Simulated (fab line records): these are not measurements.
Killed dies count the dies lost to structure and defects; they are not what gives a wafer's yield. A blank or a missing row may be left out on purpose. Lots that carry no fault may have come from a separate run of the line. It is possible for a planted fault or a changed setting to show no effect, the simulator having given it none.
Lot-split experiment ; flow sfq-line ; route with 325 steps; 5 lots, 23 wafers read

## ABOUT THE SPLIT
At SFQ_TRILAYER_R5_LITHO_PEB_139 (peb time 60 s), the setting peb-time-s was moved away from the recipe's 60 s on 8 of the 23 wafers read, by -6.3% to +5.0%. This setting was run at the recipe's value on the other wafers.

## FROM THE SPLIT TO THE READING: what the file shows between them, 2 steps
- SFQ_TRILAYER_R5_LITHO_DEVELOP_138: time 60 s
- SFQ_TRILAYER_R5_BARC_OPEN_METAL_ETCH_177: etches BARC in O2, target depth 125 nm, time 41.7 s

## THE READING
R5.cd-nm (the simulator's own value, which no gauge read), in nm, at SFQ_TRILAYER_R5_ETCH_METAL_ETCH_139 (etches the open film in Cl2, stops on SiO2, target depth 60 nm, time 40.91 s). The file gives no usual value for it. Average 500.2 nm, standard deviation 1.3 nm, over the 15 wafers here run with the recipe.

wafer;tool, chamber at the split;peb-time-s as run, s;against the recipe;R5.cd-nm, nm;against lot-mates on the recipe
L076.1;litho-track-02, 0;60;recipe;501.3;-
L076.2;litho-track-02, 0;60;recipe;501.1;-
L076.3;litho-track-02, 0;60;recipe;501.1;-
L076.4;litho-track-02, 0;60;recipe;501.1;-
L076.6;litho-track-02, 0;60;recipe;502.6;-
L078.1;litho-track-02, 0;56.29;-6.2%;508.4;+10.4
L078.2;litho-track-02, 0;60;recipe;497.7;-
L078.4;litho-track-02, 0;56.29;-6.2%;506.5;+8.5
L078.5;litho-track-02, 0;56.29;-6.2%;506.8;+8.8
L078.6;litho-track-02, 0;60;recipe;498.4;-
L079.2;litho-track-02, 0;60;recipe;499.8;-
L079.3;litho-track-02, 0;60;recipe;500.2;-
L079.5;litho-track-02, 0;60;recipe;499.4;-
L080.1;litho-track-01, 0;63.02;+5.0%;491.4;-9.1
L080.3;litho-track-01, 0;63.02;+5.0%;491.9;-8.6
L080.4;litho-track-01, 0;60;recipe;500.5;-
L080.5;litho-track-01, 0;63.02;+5.0%;490.6;-9.8
L080.6;litho-track-01, 0;60;recipe;500.4;-
L081.1;litho-track-02, 0;60;recipe;498.7;-
L081.2;litho-track-02, 0;60;recipe;501.6;-
L081.4;litho-track-02, 0;60;recipe;499.3;-
L081.5;litho-track-02, 0;56.21;-6.3%;510.1;+10.2
L081.6;litho-track-02, 0;56.21;-6.3%;507.9;+8.0

FIT RESULTS
A straight line over all 23 wafers: R5.cd-nm changes by -1.42 nm for each +1% of peb-time-s; r = -0.96; the points scatter about the line by 1.4 nm.
The same after taking each lot's own level away (the mean of its wafers on the recipe; 23 wafers): -1.59 nm for each +1%; r = -0.99; scatter 0.9 nm.
That fit puts the effect of the largest move of peb-time-s on the reading at 10 nm.
The span of the lots' own levels, 498.05 to 501.44 nm, comes to 2.6 times the standard deviation stated above.
In other words, the slope is changed by the lot-to-lot level; the two fits disagree.
Check: for one of the wafers moved furthest among these (-6.3%), held out of the fit, the line's prediction against its lot-mates is +9.6 nm. It came out at +10.2 nm against them.

## THE WHOLE CHAIN: every reading that the file lists as answering this split, in the file's order
step;what it does;reading;change (the file's fit);r (the file's)
SFQ_TRILAYER_R5_BARC_OPEN_METAL_ETCH_177;etches BARC in O2, target depth 125 nm, time 41.7 s;R5.cd-nm (the simulator's own value, which no gauge read);-1.53 nm for each +1% of the setting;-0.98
SFQ_TRILAYER_R5_ETCH_METAL_ETCH_139;etches the open film in Cl2, stops on SiO2, target depth 60 nm, time 40.91 s;R5.cd-nm (the simulator's own value, which no gauge read);-1.55 nm for each +1% of the setting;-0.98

## FILE'S OWN FIT
R5.cd-nm changes by -1.55 nm for each +1% of peb-time-s, r = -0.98.
